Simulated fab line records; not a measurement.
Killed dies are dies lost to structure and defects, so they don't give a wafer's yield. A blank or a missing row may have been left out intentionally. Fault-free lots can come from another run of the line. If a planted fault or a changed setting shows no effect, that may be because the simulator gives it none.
Chamber matching :: flow gf180mcu :: 4 sister chambers for GF_V4_CMP_04 on cmp-01
The step polishes SiO2. 8 wafers are shown with their chamber, then 12 later ones without.

## EACH WAFER AND ITS CHAMBER
wafer: L084.6
chamber: 0
motorCurrentA (A): 11.5
timeToEndpointS (s): 79

wafer: L089.2
chamber: 1
motorCurrentA (A): 13.3
timeToEndpointS (s): 75

wafer: L089.6
chamber: 3
motorCurrentA (A): 12.4
timeToEndpointS (s): 82

wafer: L090.5
chamber: 0
motorCurrentA (A): 11.7
timeToEndpointS (s): 82

wafer: L090.6
chamber: 1
motorCurrentA (A): 13.1
timeToEndpointS (s): 70

wafer: L091.2
chamber: 2
motorCurrentA (A): 11.9
timeToEndpointS (s): 81

wafer: L091.5
chamber: 2
motorCurrentA (A): 12.1
timeToEndpointS (s): 89

wafer: L091.6
chamber: 3
motorCurrentA (A): 12.1
timeToEndpointS (s): 84

## WAFERS WHOSE CHAMBER IS MISSING
wafer: L093.3
motorCurrentA (A): 11.5
timeToEndpointS (s): 84

wafer: L093.5
motorCurrentA (A): 13.1
timeToEndpointS (s): 81

wafer: L093.6
motorCurrentA (A): 11.8
timeToEndpointS (s): 90

wafer: L095.2
motorCurrentA (A): 11.8
timeToEndpointS (s): 79

wafer: L095.3
motorCurrentA (A): 11.9
timeToEndpointS (s): 78

wafer: L095.4
motorCurrentA (A): 12.3
timeToEndpointS (s): 86

wafer: L096.3
motorCurrentA (A): 12.9
timeToEndpointS (s): 73

wafer: L096.5
motorCurrentA (A): 11.6
timeToEndpointS (s): 84

wafer: L096.6
motorCurrentA (A): 12.5
timeToEndpointS (s): 73

wafer: L097.1
motorCurrentA (A): 12.5
timeToEndpointS (s): 77

wafer: L097.4
motorCurrentA (A): 10.9
timeToEndpointS (s): 81

wafer: L097.6
motorCurrentA (A): 13.4
timeToEndpointS (s): 75

## WHICH CHAMBER EACH WENT THROUGH
wafer: L093.3
from the rows above: can't be placed: 0 or 2
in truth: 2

wafer: L093.5
from the rows above: 1
in truth: 1

wafer: L093.6
from the rows above: can't be placed: 2 or 0 or 3
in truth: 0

wafer: L095.2
from the rows above: can't be placed: 0 or 2 or 3
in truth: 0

wafer: L095.3
from the rows above: can't be placed: 0 or 2 or 3
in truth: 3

wafer: L095.4
from the rows above: can't be placed: 3 or 2
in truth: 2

wafer: L096.3
from the rows above: 1
in truth: 1

wafer: L096.5
from the rows above: can't be placed: 0 or 2
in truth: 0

wafer: L096.6
from the rows above: can't be placed: 3 or 1 or 2
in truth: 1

wafer: L097.1
from the rows above: can't be placed: 3 or 2
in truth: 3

wafer: L097.4
from the rows above: 0
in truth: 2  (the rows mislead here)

wafer: L097.6
from the rows above: 1
in truth: 1
Correctly placed: 3 of 12. From these rows, 8 cannot be placed; in 8 the true chamber is one of the candidates. Placed wrongly: 1.
How it was worked out, from the rows above alone: a wafer's distance from a chamber is the root of the sum, over the readings, of the square of ((its reading less the chamber's mean) divided by the reading's scatter). The wafer belongs to the nearest chamber; if the next one is less than 2 further off, it can't be placed. The mean given for a chamber averages the wafers shown for that chamber. How the scatter is found: for the shown wafers, subtract from each reading the mean of its chamber, square and add these, divide the total by (wafers less chambers), then take the root.
